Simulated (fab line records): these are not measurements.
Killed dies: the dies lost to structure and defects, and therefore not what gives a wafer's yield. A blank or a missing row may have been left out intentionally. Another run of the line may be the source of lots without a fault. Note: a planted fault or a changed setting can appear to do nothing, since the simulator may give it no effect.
One fault seen from 2 desks || flow sky130 || only its own numbers are on each desk; what lay behind them is given at the end

== TOOL OWNER'S DESK, pvd sputter-01 ==
The tool's own readings at SKY_METAL1_SPUTTER_02 (material AlCu, target thk 250 nm, time 13.3 s): means of the sampled wafers that have a number, for each lot that ran on this tool. A lot is out of limits, marked OUT, if its mean lies more than 4 standard deviations from the usual mean; the brackets give that distance.
Columns: A = throttle valve pct at SKY_METAL1_SPUTTER_02, usual 29.9 %
{"lot": "L960", "first seen here": "day 32 06:11", "A": 28.3}
{"lot": "L966", "first seen here": "day 34 03:20", "A": 30.1}
{"lot": "L970", "first seen here": "day 35 18:20", "A": 30.1}
{"lot": "L971", "first seen here": "day 35 23:24", "A": 29.7}
{"lot": "L974", "first seen here": "day 36 14:34", "A": 30.0}
Result from this desk: across the 5 lots, nothing is out of limits.

== THE METROLOGY DESK ==
What the gauges read, lot by lot, whatever tool the lot ran on: means of the sampled wafers that have a number. A lot is out of limits, marked OUT, if its mean lies more than 4 standard deviations from the usual mean; the brackets give that distance.
Columns: A = LOCAL_INTERCONNECT_OVL at SKY_LOCAL_INTERCONNECT_OVL_MEAS_12, usual -4 nm; B = METAL1_ALCU_RS at SKY_METAL1_RS_MEAS_05, usual 0.1268 ohm/sq; C = METAL1_ALCU_THK at SKY_METAL1_THK_MEAS_06, usual 246 nm
{"lot": "L959", "first seen here": "day 30 17:07", "A": -2, "B": 0.1273, "C": 245}
{"lot": "L960", "first seen here": "day 31 00:07", "A": -12, "B": 0.1289, "C": 242}
{"lot": "L963", "first seen here": "day 32 10:25", "A": -5, "B": 0.1258, "C": 247}
{"lot": "L966", "first seen here": "day 32 21:39", "A": -6, "B": 0.1284, "C": 244}
{"lot": "L970", "first seen here": "day 34 12:40", "A": 3, "B": "0.2565 (+68) OUT", "C": "127 (-35) OUT"}
{"lot": "L971", "first seen here": "day 34 18:38", "A": -9, "B": "0.2461 (+63) OUT", "C": "132 (-34) OUT"}
{"lot": "L972", "first seen here": "day 35 00:26", "A": -1, "B": 0.1256, "C": 248}
{"lot": "L974", "first seen here": "day 35 09:31", "A": -3, "B": "0.2472 (+63) OUT", "C": "131 (-34) OUT"}
{"lot": "L977", "first seen here": "day 36 13:57", "A": -4, "B": 0.1266, "C": 250}
{"lot": "L982", "first seen here": "day 37 14:00", "A": -3, "B": 0.1274, "C": 244}
This desk's result: L970, L971, L974 out of limits, first on L970 (METAL1_ALCU_RS at SKY_METAL1_RS_MEAS_05), day 35 18:28. Within limits: L959, L960, L963, L966, L972, L977, L982.

== ALL TOGETHER ==
On L970, L971, L974, the metrology desk was in a position to raise an alarm at day 35 18:28.
The tool owner's desk saw nothing out of limits.
On record at the tool owner's desk: L970, L971, L974, within its limits.
Of the lots named, all ran SKY_METAL1_SPUTTER_02 on pvd sputter-01.

== WHAT HAD BEEN PUT IN BY THE SIMULATOR ==
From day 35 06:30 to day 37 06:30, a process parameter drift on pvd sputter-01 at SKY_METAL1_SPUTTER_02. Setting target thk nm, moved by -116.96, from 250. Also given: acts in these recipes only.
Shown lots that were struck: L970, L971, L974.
Hours from the fault's start to each desk's first reading out of limits: the metrology desk, 12.
